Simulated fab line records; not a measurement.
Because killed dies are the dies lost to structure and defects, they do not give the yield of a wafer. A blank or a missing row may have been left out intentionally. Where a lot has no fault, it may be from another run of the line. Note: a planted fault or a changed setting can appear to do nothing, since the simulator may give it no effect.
Shared-tool check ; flow gf180mcu ; Sampled: 14 lots, 42 wafers

== WHY IT WAS OPENED ==
GF_M3_RS_MEAS_05, reading M3_ALCU_RS: flagged on 2 of 14 lots. Wafers without a fault read 0.0693 ohm/sq, standard deviation 0.00072.
Rule: a lot is flagged in two cases, either no wafer of it has a number, or all its wafers with numbers fall more than 4 standard deviations from that mean. The other lots count as sound.

lot;measured;on;M3_ALCU_RS (ohm/sq), wafer by wafer;flag
L467;day 20 22:12;film-metro-04;0.0696 0.0699 0.0700;
L471;day 22 09:43;film-metro-01;0.0696 0.0691 0.0689;
L472;day 22 11:58;film-metro-03;0.0688 0.0688 0.0689;
L474;day 23 12:19;film-metro-01;0.0692 0.0694 0.0690;
L475;day 23 17:15;film-metro-04;0.0689 0.0687 0.0689;
L476;day 23 22:43;film-metro-04;0.0694 0.0687 0.0697;
L480;day 25 11:50;film-metro-01;0.0692 0.0699 0.0692;
L481;day 25 19:16;film-metro-04;0.0690 0.0690 0.0690;
L482;day 26 00:31;film-metro-04;7.1302 7.1227 7.1417;FLAGGED
L483;day 26 07:40;film-metro-03;7.1730 7.0985 7.1430;FLAGGED
L487;day 27 10:25;film-metro-03;0.0694 0.0702 0.0701;
L488;day 27 17:10;film-metro-03;0.0691 0.0683 0.0680;
L489;day 28 00:27;film-metro-03;0.0695 0.0694 0.0690;
L490;day 28 02:11;film-metro-03;0.0693 0.0702 0.0693;
The numbers of the flagged lots are 7.1349 ohm/sq on average: +7.0655 ohm/sq against the usual, or +99 or more standard deviations.

== WHICH TOOL RAN EACH LOT ==
Before the reading, the record contains 4 process steps out of a 602-step route. Cell contents, in order: the tool; ch with the chambers the sampled wafers went through; the start.
lot;flag;GF_M2_METAL_ETCH_16;GF_V2_ETCH_17;GF_V2_SPUTTER_21;GF_M3_SPUTTER_02
L467;;rie-metal-01 ch 0,1, day 19 18:29;rie-diel-04 ch 0,1,2, day 20 21:16 or earlier;pvd-sputter-03, day 20 21:16;pvd-sputter-02, day 20 22:05
L471;;rie-metal-03 ch 1, day 21 06:38;rie-diel-04 ch 2,3, day 22 08:40 or earlier;pvd-sputter-04, day 22 08:40;pvd-sputter-03, day 22 09:37
L472;;rie-metal-01 ch 0,1, day 21 08:56;rie-diel-02 ch 1,2,3, day 22 11:04 or earlier;pvd-sputter-02, day 22 11:04;pvd-sputter-01, day 22 11:53
L474;;rie-metal-02 ch 0,1, day 22 09:53;rie-diel-02 ch 1,2, day 23 11:23 or earlier;pvd-sputter-04, day 23 11:23;pvd-sputter-01, day 23 12:13
L475;;rie-metal-02 ch 0,1, day 22 15:02;rie-diel-04 ch 0,1,3, day 23 16:20 or earlier;pvd-sputter-02, day 23 16:20;pvd-sputter-01, day 23 17:10
L476;;rie-metal-02 ch 1, day 22 20:14;rie-diel-01 ch 0,3, day 23 21:48 or earlier;pvd-sputter-02, day 23 21:48;pvd-sputter-01, day 23 22:38
L480;;rie-metal-03 ch 0,1, day 24 10:23;rie-diel-04 ch 0,2,3, day 25 10:55 or earlier;pvd-sputter-04, day 25 10:55;pvd-sputter-03, day 25 11:44
L481;;rie-metal-02 ch 0,1, day 24 18:53;rie-diel-01 ch 0,2,3, day 25 18:21 or earlier;pvd-sputter-02, day 25 18:21;pvd-sputter-03, day 25 19:10
L482;FLAGGED;rie-metal-02 ch 0,1, day 25 00:47;rie-diel-04 ch 1,2,3, day 25 23:36 or earlier;pvd-sputter-02, day 25 23:36;pvd-sputter-03, day 26 00:25
L483;FLAGGED;rie-metal-01 ch 1, day 25 07:43;rie-diel-01 ch 0,1, day 26 06:42 or earlier;pvd-sputter-03, day 26 06:42;pvd-sputter-01, day 26 07:32
L487;;rie-metal-02 ch 1, day 26 09:35;rie-diel-02 ch 1,2, day 27 09:30 or earlier;pvd-sputter-03, day 27 09:30;pvd-sputter-02, day 27 10:20
L488;;rie-metal-01 ch 0,1, day 26 16:58;rie-diel-01 ch 0,1, day 27 16:11 or earlier;pvd-sputter-04, day 27 16:11;pvd-sputter-03, day 27 17:01
L489;;rie-metal-03 ch 0, day 27 01:41;rie-diel-04 ch 0,2,3, day 27 23:32 or earlier;pvd-sputter-03, day 27 23:32;pvd-sputter-03, day 28 00:22
L490;;rie-metal-01 ch 0,1, day 27 03:26;rie-diel-04 ch 1,2,3, day 28 01:12 or earlier;pvd-sputter-02, day 28 01:12;pvd-sputter-03, day 28 02:06
What is done by these steps:
- GF_M2_METAL_ETCH_16: etches the open film in Cl2/BCl3, stops on SiO2, target depth 627.5 nm, time 104.6 s.
- GF_V2_ETCH_17: etches SiO2 in C4F8/O2/Ar, stops on TiN, target depth 630 nm.
- GF_V2_SPUTTER_21: material Ti, target thk 15 nm, time 80.02 s.
- GF_M3_SPUTTER_02: material AlCu, target thk 450 nm, time 23.9 s.
- GF_M3_RS_MEAS_05: measures by four-point-probe.

== FLAGGED AGAINST TOTAL, ONE TOOL AT A TIME (gauges that did the reading follow at the end) ==
step;tool;lots run;flagged;share of the flagged lots;sound lots run after its first flagged lot
GF_M2_METAL_ETCH_16;rie-metal-01;5;1;some;2 (L488,L490)
GF_M2_METAL_ETCH_16;rie-metal-02;6;1;some;1 (L487)
GF_M2_METAL_ETCH_16;rie-metal-03;3;0;none;-
GF_V2_ETCH_17;rie-diel-01;4;1;some;1 (L488)
GF_V2_ETCH_17;rie-diel-02;3;0;none;-
GF_V2_ETCH_17;rie-diel-04;7;1;some;2 (L489,L490)
GF_V2_SPUTTER_21;pvd-sputter-02;6;1;some;1 (L490)
GF_V2_SPUTTER_21;pvd-sputter-03;4;1;some;2 (L487,L489)
GF_V2_SPUTTER_21;pvd-sputter-04;4;0;none;-
GF_M3_SPUTTER_02;pvd-sputter-01;5;1;some;0
GF_M3_SPUTTER_02;pvd-sputter-02;2;0;none;-
GF_M3_SPUTTER_02;pvd-sputter-03;7;1;some;3 (L488,L489,L490)
GF_M3_RS_MEAS_05;film-metro-01;3;0;none;-
GF_M3_RS_MEAS_05;film-metro-03;6;1;some;4 (L487,L488,L489,L490)
GF_M3_RS_MEAS_05;film-metro-04;5;1;some;0
GF_V2_ETCH_17 gives no start for some lots, so the hours and the order of its lots are those of GF_V2_SPUTTER_21.

== WHAT THE TABLE ALLOWS ==
No row of the table ran every flagged lot.

== WHAT THE SIMULATOR HAD PUT IN ==
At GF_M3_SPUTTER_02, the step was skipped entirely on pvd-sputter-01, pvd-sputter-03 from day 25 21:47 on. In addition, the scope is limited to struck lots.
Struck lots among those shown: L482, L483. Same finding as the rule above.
